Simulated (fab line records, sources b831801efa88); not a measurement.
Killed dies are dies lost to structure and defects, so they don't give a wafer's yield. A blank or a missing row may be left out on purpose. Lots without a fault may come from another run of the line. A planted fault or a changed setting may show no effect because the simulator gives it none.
fab line records | flow sky130
record lots=6 wafers=18 last_day=50
route steps=708 shown VIA4@650 METAL5@661
lots that met no fault: from a run of the same line without faults
start_h: hours from the record's first day to the start of the lot's first wafer shown | wait_h: hours since the lot's step before | " the same as in the row above | L1.1+2: a row that stands for several wafers | - no value, or no start given | * or withheld: withheld | < > ~ a bound
route shown NAME@n: a module of which the file shows steps, and the number in the route of the first | usual: mean/standard deviation of fault-free wafers | same: alike in all rows | chamber/n: place in a boat | sites: the reading at each site | _std_site: their standard deviation | _edge_site: outer sites' mean less inner sites' | radius_mm: how far each site lies from the wafer's centre | mask NAME#n: copy n | behind: the tool/chamber that last shaped the wafer | hold: why the lot was held/for how many hours/how that ended | device: the transistor (n, p or np) that didn't switch | end of line: the same wafers' tests at the end of the route | a step without rows: its recipe alone | killed: dies lost to structure and defects at the first sort, not the wafer's yield | map: a wafer's dies, x killed, . not, _ none there
set.NAME: the setting as run; set.NAME@STEP: as run at that earlier step | model.NAME: the simulator's own value behind a step, which no gauge read
lots at some steps of the route; a table a step, a row a wafer
services: from which hour (start_h, from the record's first day; less than 0 if before it) a tool's chamber was out of use, for how many hours, and why
## steps
# step SKY_VIA4_OVL_MEAS_11
# usual VIA4_OVL=0.2/1.2
# columns lot.wafer tool chamber start_h wait_h VIA4_OVL[nm]
L902.1 overlay-02 - 1055.64 0.1 1.3
L902.2 " - " " -1.1
L902.6 " - " " -0.7
L906.3 overlay-02 - 1075.35 0.1 0.7
L906.5 " - " " -0.4
L906.6 " - " " 1.7
L907.1 overlay-02 - 1078.89 0.1 2.1
L907.2 " - " " -0.8
L907.6 " - " " 0.7
L911.1 overlay-02 - 1110.74 0.1 0.5
L911.2 " - " " 0.8
L911.3 " - " " -0.9
L912.2 overlay-02 - 1112.30 0.1 -0.7
L912.4 " - " " -1.1
L912.6 " - " " 0.4
L918.3 overlay-01 - 1151.71 0.1 -0.4
L918.5 " - " " 1.9
L918.6 " - " " 1.1
# step SKY_VIA4_ETCH_12
# recipe target=SiO2 chemistry=C4F8/O2/Ar stop_on=TiN mask_material=NOVOLAK source_w=1500 bias_w=1200 pressure_mtorr=40 c4f8_flow_sccm=withheld O2_flow_sccm=6 Ar_flow_sccm=300 time_s=withheld target_depth_a=5800
# usual oes_product_au=0.925/0.0046
# columns lot.wafer tool chamber start_h wait_h oes_product_au
L902.1 rie_diel-04 3 1055.67 0.0 0.928
L902.2 " 0 " " 0.924
L902.6 " 1 " " 0.922
L906.3 rie_diel-01 2 1075.37 0.0 0.926
L906.5 " 3 " " 0.930
L906.6 " 2 " " 0.921
L907.1 rie_diel-04 3 1078.92 0.0 0.928
L907.2 " 1 " " 0.932
L907.6 " 2 " " 0.919
L911.1 rie_diel-04 0 1110.77 0.0 0.924
L911.2 " 1 " " 0.921
L911.3 " 2 " " 0.930
L912.2 rie_diel-01 3 1112.33 0.0 0.927
L912.4 " 0 " " 0.919
L912.6 " 0 " " 0.932
L918.3 rie_diel-02 3 1151.73 0.0 0.919
L918.5 " 3 " " 0.920
L918.6 " 0 " " 0.926
# step SKY_VIA4_STRIP_13
# recipe chemistry=O2/N2 power_w=1400 pressure_mtorr=1500 platen_temp_c=withheld o2_flow_sccm=3000 n2_flow_sccm=300 overash_fraction=0.5
# step SKY_VIA4_STRIP_14
# recipe chemistry=post_etch_residue_remover time_s=1200 temp_c=72.5
# step SKY_VIA4_CLEAN_15
# recipe chemistry=IPA time_s=180 temp_c=25
# step SKY_VIA4_CLEAN_16
# recipe chemistry=O3/DIW dry=n2_spin
# step SKY_VIA4_SPUTTER_17
# recipe material=TiN target_thk_nm=20 chamber_pressure_pa=5 power_w=4000 time_s=80
# usual cathode_dc_power_W=4000.0/0.7 chamber_pressure_pa=5.000/0.01 throttle_valve_pct=30.2/0.88
# columns lot.wafer tool chamber start_h wait_h cathode_dc_power_W chamber_pressure_pa throttle_valve_pct
L902.1 pvd_sputter-02 - 1056.34 0.0 4000.5 5.011 29.6
L902.2 " - " " 4000.5 4.982 30.0
L902.6 " - " " 3998.4 5.009 29.8
L906.3 pvd_sputter-04 - 1076.04 0.0 3999.9 5.003 30.2
L906.5 " - " " 3999.2 5.013 27.9
L906.6 " - " " 4001.3 5.001 30.4
L907.1 pvd_sputter-02 - 1079.59 0.0 3999.2 5.022 29.8
L907.2 " - " " 4000.2 5.014 31.2
L907.6 " - " " 3999.5 5.001 29.6
L911.1 pvd_sputter-04 - 1111.48 0.0 4000.3 4.989 30.5
L911.2 " - " " 4000.5 5.004 30.8
L911.3 " - " " 4000.0 5.003 27.8
L912.2 pvd_sputter-02 - 1113.00 0.0 3999.2 5.000 30.6
L912.4 " - " " 4000.0 5.014 29.9
L912.6 " - " " 3999.3 4.997 29.8
L918.3 pvd_sputter-02 - 1152.40 0.0 4000.3 5.000 30.6
L918.5 " - " " 3999.1 4.980 30.7
L918.6 " - " " 3999.3 4.980 29.6
# step SKY_VIA4_CVD_18
# recipe material=W target_thk_nm=505 time_s=152.14 temp_c=400 pressure_torr=40
# usual heater_power_outer_w=501/35 heater_power_w=869/52 susceptor_temp_C=400.03/0.23
# columns lot.wafer tool chamber start_h wait_h heater_power_outer_w heater_power_w susceptor_temp_C
L902.1 cvd_w-01 1 1056.40 0.0 500 840 400.28
L902.2 " 0 " " 533 934 399.74
L902.6 " 0 " " 550 958 399.89
L906.3 cvd_w-02 1 1076.15 0.1 478 875 400.20
L906.5 " 0 " " 453 808 400.30
L906.6 " 1 " " 491 850 400.18
L907.1 cvd_w-02 1 1079.65 0.0 476 861 400.33
L907.2 " 0 " " 470 818 399.95
L907.6 " 1 " " 478 872 400.17
L911.1 cvd_w-01 1 1111.54 0.0 493 834 399.86
L911.2 " 0 " " 535 925 399.68
L911.3 " 0 " " 549 959 399.69
L912.2 cvd_w-01 1 1113.06 0.0 489 827 400.16
L912.4 " 0 " " 566 954 399.62
L912.6 " 1 " " 509 838 400.04
L918.3 cvd_w-01 0 1152.51 0.1 555 926 400.01
L918.5 " 1 " " 478 833 400.21
L918.6 " 0 " " 556 961 400.05
# step SKY_VIA4_RS_MEAS_19
# recipe thk_meas_gauge=four-point-probe reads=W_of_VIA4_CVD_18+TiN_of_VIA4_SPUTTER_17
# usual VIA4_W_RS=0.228/0.0051
# columns lot.wafer tool chamber start_h wait_h VIA4_W_RS[ohm/sq]
L902.1 film_metro-03 - 1056.55 0.1 0.232
L902.2 " - " " 0.228
L902.6 " - " " 0.227
L906.3 film_metro-01 - 1076.30 0.1 0.219
L906.5 " - " " 0.228
L906.6 " - " " 0.219
L907.1 film_metro-03 - 1079.80 0.1 0.221
L907.2 " - " " 0.232
L907.6 " - " " 0.223
L911.1 film_metro-03 - 1111.69 0.1 0.234
L911.2 " - " " 0.232
L911.3 " - " " 0.232
L912.2 film_metro-03 - 1113.23 0.1 0.233
L912.4 " - " " 0.227
L912.6 " - " " 0.231
L918.3 film_metro-04 - 1152.65 0.1 0.232
L918.5 " - " " 0.234
L918.6 " - " " 0.229
# step SKY_VIA4_THK_MEAS_20
# recipe thk_meas_gauge=xrf reads=W_of_VIA4_CVD_18
# usual VIA4_W_THK=497/13
# columns lot.wafer tool chamber start_h wait_h VIA4_W_THK[nm]
L902.1 film_metro-03 - 1056.67 0.1 480
L902.2 " - " " 490
L902.6 " - " " 494
L906.3 film_metro-01 - 1076.40 0.1 526
L906.5 " - " " 504
L906.6 " - " " 520
L907.1 film_metro-03 - 1079.92 0.1 508
L907.2 " - " " 482
L907.6 " - " " 502
L911.1 film_metro-03 - 1111.81 0.1 478
L911.2 " - " " 483
L911.3 " - " " 482
L912.2 film_metro-03 - 1113.34 0.1 484
L912.4 " - " " 496
L912.6 " - " " 482
L918.3 film_metro-04 - 1152.75 0.1 489
L918.5 " - " " 486
L918.6 " - " " 496
# step SKY_VIA4_CMP_21
# recipe stop_on=SiO2 t_overpolish_s=25 down_force_psi=3.5 platen_rpm=60 target_thk_nm=0 pad_velocity_m_s=0.94248
# usual motor_current_A=10.5/1.3 overpolish_run_s=24.999/0.0094 time_to_endpoint_s=123/4.8
# columns lot.wafer tool chamber start_h wait_h motor_current_A overpolish_run_s time_to_endpoint_s
L902.2 cmp-01 1 1056.73 0.0 9.3 24.990 122
L902.1 " 2 " " 9.1 24.995 122
L902.6 " 2 " " 9.1 25.000 123
L906.3 cmp-02 2 1076.49 0.1 9.4 25.000 136
L906.6 " 1 " " 12.2 24.979 125
L906.5 " 2 " " 9.9 24.994 122
L907.2 cmp-01 0 1080.03 0.1 12.1 25.002 120
L907.1 " 1 " " 9.6 24.991 131
L907.6 " 0 " " 11.2 25.022 123
L911.2 cmp-01 2 1111.87 0.0 9.0 25.001 124
L911.1 " 3 " " 9.4 25.008 117
L911.3 " 1 " " 9.3 24.986 118
L912.4 cmp-02 0 1113.39 0.0 10.9 25.011 125
L912.2 " 1 " " 11.6 24.994 116
L912.6 " 1 " " 11.2 25.014 120
L918.3 cmp-02 1 1152.79 0.0 11.2 24.988 120
L918.5 " 1 " " 11.1 25.007 116
L918.6 " 2 " " 10.0 24.993 128
# step SKY_METAL5_SPUTTER_00
# recipe material=Ti target_thk_nm=15 power_w=3000 time_s=10 chamber_pressure_pa=0.4
# step SKY_METAL5_SPUTTER_01
# recipe material=TiN target_thk_nm=20 power_w=6500 time_s=16.7 chamber_pressure_pa=0.4
# usual cathode_dc_power_W=6500.1/1.2 chamber_pressure_pa=0.4000/0.00079 throttle_valve_pct=29.9/1.1
# columns lot.wafer tool chamber start_h wait_h cathode_dc_power_W chamber_pressure_pa throttle_valve_pct
L902.1 pvd_sputter-01 - 1057.05 0.0 6498.5 0.4007 27.2
L902.2 " - " " 6498.4 0.3992 30.5
L902.6 " - " " 6500.8 0.3993 27.1
L906.3 pvd_sputter-01 - 1076.76 0.0 - - -
L906.5 " - " " - - -
L906.6 " - " " - - -
L907.1 pvd_sputter-03 - 1080.30 0.0 - - -
L907.2 " - " " - - -
L907.6 " - " " - - -
L911.1 pvd_sputter-03 - 1112.20 0.0 6498.1 0.4004 30.1
L911.2 " - " " 6500.0 0.3999 30.9
L911.3 " - " " 6499.7 0.3997 30.1
L912.2 pvd_sputter-02 - 1113.72 0.0 6499.1 0.4008 30.8
L912.4 " - " " 6498.6 0.4013 30.0
L912.6 " - " " 6498.5 0.3996 29.8
L918.3 pvd_sputter-03 - 1153.11 0.0 6498.9 0.3994 30.1
L918.5 " - " " 6498.9 0.4005 29.9
L918.6 " - " " 6500.7 0.4004 30.2
# step SKY_METAL5_SPUTTER_02
# recipe material=AlCu target_thk_nm=1150 power_w=10600 time_s=61.2 chamber_pressure_pa=0.4
# usual cathode_dc_power_W=10600/2.1 chamber_pressure_pa=0.4000/0.00093 throttle_valve_pct=29.9/1.1
# columns lot.wafer tool chamber start_h wait_h cathode_dc_power_W chamber_pressure_pa throttle_valve_pct
L902.1 pvd_sputter-01 - 1057.08 0.0 10596 0.3993 27.0
L902.2 " - " " 10602 0.3992 30.8
L902.6 " - " " 10600 0.3992 26.9
L906.3 pvd_sputter-01 - 1076.78 0.0 10604 0.4010 30.6
L906.5 " - " " 10600 0.4001 27.5
L906.6 " - " " 10602 0.3993 30.9
L907.1 pvd_sputter-03 - 1080.33 0.0 10599 0.3991 30.1
L907.2 " - " " 10599 0.3993 31.1
L907.6 " - " " 10603 0.3996 30.1
L911.1 pvd_sputter-03 - 1112.22 0.0 10598 0.4012 30.0
L911.2 " - " " 10604 0.4016 31.0
L911.3 " - " " 10600 0.4011 30.3
L912.2 pvd_sputter-02 - 1113.74 0.0 10602 0.4005 30.9
L912.4 " - " " 10605 0.4011 29.7
L912.6 " - " " 10605 0.4004 29.9
L918.3 pvd_sputter-03 - 1153.14 0.0 10599 0.4011 30.4
L918.5 " - " " 10599 0.3995 30.0
L918.6 " - " " 10599 0.4006 30.0
## services
# columns tool chamber start_h hours kind
cvd_w-02 1 1039.39 17.4 repair
rie_diel-02 0 1043.97 7.4 repair
cvd_w-02 0 1048.24 12.3 repair
cmp-02 - 1048.70 2.6 repair
pvd_sputter-01 - 1049.02 1.7 repair
pvd_sputter-01 - 1062.95 0.6 repair
rie_diel-01 - 1076.38 2.8 pm
rie_diel-02 - 1078.57 14.6 pm
rie_diel-01 1 1083.16 3.3 repair
cmp-02 - 1084.28 4.0 pm
cmp-01 - 1086.34 1.9 repair
cmp-02 - 1088.28 - consumable_replace:conditioner
cmp-02 - 1088.28 - consumable_replace:pad
rie_diel-04 3 1109.32 - clean
rie_diel-04 3 1109.32 23.0 scheduled_down
rie_diel-04 3 1109.32 23.0 vent_cycle
pvd_sputter-03 - 1115.68 1.0 repair
rie_diel-04 2 1116.01 4.8 repair
cvd_w-02 - 1118.59 6.0 pm
rie_diel-01 3 1129.39 2.4 repair
cmp-02 - 1130.82 9.6 pm
rie_diel-01 - 1131.11 1.0 repair
rie_diel-01 1 1142.66 6.7 repair
rie_diel-01 - 1145.38 14.6 pm
## key
first_sign step=SKY_METAL5_SPUTTER_01 reading=tool_record direction=missing
effect none on later readings
met_at SKY_METAL5_SPUTTER_01
struck_wafers L906.3,L906.5,L906.6,L907.1,L907.2,L907.6
later_rows_left_out L906.3,L906.5,L906.6,L907.1,L907.2,L907.6
sort_left_out L906.3,L906.5,L906.6,L907.1,L907.2,L907.6
onset_between 1057.05 1076.76
fault kind=skipped_step_whole tool=pvd_sputter-01,pvd_sputter-03 chamber=- onset_h=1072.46 steps=SKY_METAL5_SPUTTER_01 scope=struck_lots_only
# sort_left_out: the simulated sort isn't trusted on such a fault, so these wafers' sort isn't shown, and their yield isn't known
# later_rows_left_out: the simulator's readings of these wafers behind a module that went badly wrong aren't trusted and aren't shown, but for the sort
